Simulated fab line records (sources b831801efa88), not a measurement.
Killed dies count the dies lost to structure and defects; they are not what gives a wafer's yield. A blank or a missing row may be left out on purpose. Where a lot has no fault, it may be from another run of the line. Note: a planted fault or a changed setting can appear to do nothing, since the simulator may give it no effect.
Chamber matching    flow sky130    rie diel-02 running SKY_POLY_CUT_ETCH_10: 4 sister chambers
The step etches BARC in N2/H2, stops on SiO2, time 45.9 s, target depth 60 nm. 14 wafers are shown with their chamber, then 7 later ones without.

EACH WAFER AND ITS CHAMBER
wafer   chamber  drypump motor current A (A)  n2 flow sccm (sccm)  throttle valve pct (%)
L281.1  2        6.3                          99.68                13.236
L281.3  3        5.6                          99.86                13.219
L281.5  2        6.3                          100.09               13.216
L282.3  0        6.2                          99.94                13.239
L282.4  1        6.5                          99.81                13.219
L282.5  3        5.6                          100.07               13.216
L284.2  3        5.6                          100.24               13.218
L284.3  1        6.6                          100.08               13.227
L284.5  1        6.6                          99.55                13.228
L288.2  2        6.3                          99.90                13.231
L288.3  0        6.2                          100.66               13.216
L288.4  1        6.6                          100.14               13.239
L291.3  2        6.3                          99.52                13.219
L291.4  1        6.5                          100.28               13.227

SIGNATURES (averages over the wafers above)
reading                  chamber 0  chamber 1  chamber 2  chamber 3  scatter within a chamber
drypump motor current A  6.200      6.560      6.300      5.600      0.0346
n2 flow sccm             100.3000   99.9720    99.7975    100.0567   0.293
throttle valve pct       13.22750   13.22800   13.22550   13.21767   0.00864
Rule: a wafer's distance from a chamber is the root of the sum, over the readings, of the square of ((its reading less the chamber's mean) divided by the reading's scatter). The wafer belongs to the nearest chamber; if the next one is less than 2 further off, it can't be placed. The scatter: take each reading less its chamber's mean, square it, sum over the shown wafers, divide by the number of wafers less the number of chambers, and take the root.

WAFERS WHOSE CHAMBER IS MISSING
wafer   drypump motor current A (A)  n2 flow sccm (sccm)  throttle valve pct (%)
L291.6  6.6                          99.91                13.242
L292.3  6.6                          99.79                13.227
L292.5  5.6                          100.26               13.227
L292.6  6.3                          99.85                13.228
L301.1  5.6                          99.33                13.214
L301.2  6.3                          100.06               13.231
L301.4  6.6                          100.04               13.214

WHICH CHAMBER EACH WENT THROUGH
wafer   from the rows above      in truth
L291.6  1                        1
L292.3  1                        1
L292.5  3                        3
L292.6  2                        2
L301.1  3                        3
L301.2  can't be placed: 2 or 0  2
L301.4  1                        1
Correct placement for 6 of the 7. Can't be placed from these rows: 1 (the true chamber is among the candidates in 1). Placed wrongly: 0.
